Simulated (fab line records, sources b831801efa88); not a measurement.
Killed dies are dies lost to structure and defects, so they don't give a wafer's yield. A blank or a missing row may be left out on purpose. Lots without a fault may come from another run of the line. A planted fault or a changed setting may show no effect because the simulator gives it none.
Problem report in the 8D (eight disciplines) form, filled by code | flow sky130 | the parts of the form that need people (team, actions taken, sign-off) are left out

1. THE PROBLEM
heater_power_total_W at SKY_LDD_HVN_SOFTBAKE_03 reads a mean of 59.48 W on 6 wafers of 2 lots; wafers without a fault read 56.59 W with a standard deviation of 0.038. That is +76 standard deviations from the usual mean.
The step: time 60 s.
First seen on wafer L269.2, day 23 01:26, on litho_track-03. The record holds 39 wafers of 13 lots with a number at this step. Rule for "out", or "out of limits": more than 4 standard deviations from the usual mean. The other wafers with a number count as sound.

2. WHAT IT IS AND WHAT IT IS NOT
question                    | is                                 | is not
which readings at this step | heater_power_total_W, run_length_s | -
which lots                  | L269, L271                         | L262, L263, L264, L265, L266, L267, L276, L279, L280, L282, L283
which wafers of those lots  | all that have a number             | -
read on which tools         | litho_track-03                     | litho_track-01, litho_track-04
when                        | from day 23 01:26                  | up to then (18 sound wafers); but 15 sound wafers of L276, L279, L280, L282, L283 came after

3. SUSPECTS, AND WHAT RULES EACH OUT
Counting: a tool at a process step up to the reading stays a suspect if it ran every lot that is out and no sound lot after the first of them.
- litho_track-03 at SKY_LDD_HVN_SOFTBAKE_03 (time 60 s): ruled out as a lasting fault. Sound lots L279, L282 ran on it after its first lot that is out, L269 (day 23 01:26).
Left after counting: nothing in the record.

4. THE CAUSE (what the simulator had put in)
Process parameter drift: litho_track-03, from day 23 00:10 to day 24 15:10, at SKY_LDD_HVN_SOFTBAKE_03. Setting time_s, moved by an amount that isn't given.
Counting ruled it out, wrongly.

5. THE CHAIN OF EFFECTS, in route order
Each row: a reading whose mean over the struck wafers that have a number lies more than 3 standard deviations from the usual. Only readings for which the record gives a usual standard deviation are gone through. hours: the time from each lot's start at the first step in this table that gives one to its start at this step, as a median over the lots. sigmas: the change in usual standard deviations.
hours | step                    | reading              | usual   | on struck wafers | change | sigmas
0     | SKY_LDD_HVN_SOFTBAKE_03 | heater_power_total_W | 56.59 W | 59.48            | +2.89  | +76
0     | SKY_LDD_HVN_SOFTBAKE_03 | run_length_s         | 89.19 s | 80.72            | -8.47  | -50
The process steps in it:
- SKY_LDD_HVN_SOFTBAKE_03: time 60 s.
Later measuring or inspecting steps at which every struck wafer that the step has a row for has a number for every such reading, and none has moved that far: SKY_CONTACT_CD_MEAS_14.

6. WHAT WOULD HAVE CAUGHT IT SOONER
In this record the first reading out of limits was taken at day 23 01:26, 1 hour after the fault began at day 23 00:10.
